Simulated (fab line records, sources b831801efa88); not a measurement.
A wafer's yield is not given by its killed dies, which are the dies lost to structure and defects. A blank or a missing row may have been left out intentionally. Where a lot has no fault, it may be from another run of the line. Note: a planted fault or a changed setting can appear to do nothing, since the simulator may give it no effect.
Comparing a struck lot with a sound one || flow sky130 || 15 out of 708 route steps
Sound: these wafers, L705.1, L705.5, L705.6. Struck: wafer L713.5 (left out: L713.3, a lot-mate that was not struck); the cause follows at the end.
Order at every step that has rows: each side's tool, ch and its chambers, its first start. Under that, the readings that differ: sound wafers || struck wafers || difference of the means || sigmas: that difference in standard deviations of wafers without a fault.
alike: readings whose means differ by less than 2 such deviations, and words and numbers that are the same on both sides. not compared: withheld readings, readings that some wafer has no value for, bounds like >300 that may hide the same value, and numbers for which the record gives no deviation and whose values overlap.
A row with sigmas, a row that says differs or no value, or rows on one side alone: a step with any of these is where the two part. When numbers do not overlap yet have no deviation, they are printed without sigmas and do not part them. A reading that every wafer of one side lacks parts them only if that side has two wafers or more.

first, 5 steps without rows for these wafers: SKY_VIA3_STRIP_17 (strips in post etch residue remover, time 1200 s); SKY_VIA3_CLEAN_18 (cleans in IPA, time 180 s); SKY_VIA3_CLEAN_19 (cleans in O3/DIW); SKY_VIA3_SPUTTER_20 (material TiN, target thk 20 nm, time 80 s); SKY_VIA3_CVD_21 (deposits W, target thk 390 nm, time 117.31 s).
SKY_VIA3_RS_MEAS_22: measurement is done with a four-point probe.
  sound on film metro-04, day 41 21:04; struck on film metro-04, day 44 03:47
  alike: VIA3_W_RS
SKY_VIA3_THK_MEAS_23: measures by xrf.
  sound on film metro-04, day 41 21:11; struck on film metro-04, day 44 03:53
  alike: VIA3_W_THK
SKY_VIA3_CMP_24: polishes, stops on SiO2, t overpolish 20 s, target thk 0 nm.
  sound on cmp-01 ch 0,1, day 41 21:14; struck on cmp-01 ch 2, day 44 04:01
  alike: motor current A, overpolish run s, retaining ring pressure frac, slurry filter dp kPa, time to endpoint s
SKY_METAL4_SPUTTER_00: material Ti, target thk 15 nm, time 10 s.
  sound on pvd sputter-01, day 41 21:32; struck on pvd sputter-04, day 44 04:13
  alike: throttle valve pct
SKY_METAL4_SPUTTER_01: material TiN, target thk 20 nm, time 16.7 s.
  sound on pvd sputter-01, day 41 21:34; struck on pvd sputter-04, day 44 04:14
  alike: throttle valve pct
SKY_METAL4_SPUTTER_02: material AlCu, target thk 735 nm, time 39.1 s.
  sound on pvd sputter-01, day 41 21:35; struck on pvd sputter-04, day 44 04:16
  alike: throttle valve pct
then, 1 step without rows for these wafers: SKY_METAL4_SPUTTER_03 (material Ti, target thk 5 nm, time 3.3 s).
SKY_METAL4_SPUTTER_04: material TiN, target thk 70 nm, time 58.3 s.
  sound on pvd sputter-01, day 41 21:38; struck on pvd sputter-04, day 44 04:19
{"reading": "model.TiN_of_METAL4_SPUTTER_04.thk nm (nm)", "sound": "70.09 70.16 69.87", "struck": 74.86, "difference": "+4.82", "sigmas": ""}
  alike: throttle valve pct
SKY_CAP2M_CVD_00: deposits SiO2, target thk 15.5 nm.
  sound on pecvd-03 ch 0,1, day 41 21:41; struck on pecvd-01 ch 2, day 44 04:22
  alike: heater power w
-- the record jumps here: 5 days lie between the struck wafers' starts before and after (it left off in module CAP2M and takes up again in module PAD_OPEN, whose first step shown is number 708 of the route) --
SKY_PAD_OPEN_PROBE_99:
  only the struck wafers here have rows in the record (prober-01, day 49 13:15); the sound ones have none

## WHERE THEY PART
Only at SKY_PAD_OPEN_PROBE_99, within this record.

WHY: the cause the simulator had injected
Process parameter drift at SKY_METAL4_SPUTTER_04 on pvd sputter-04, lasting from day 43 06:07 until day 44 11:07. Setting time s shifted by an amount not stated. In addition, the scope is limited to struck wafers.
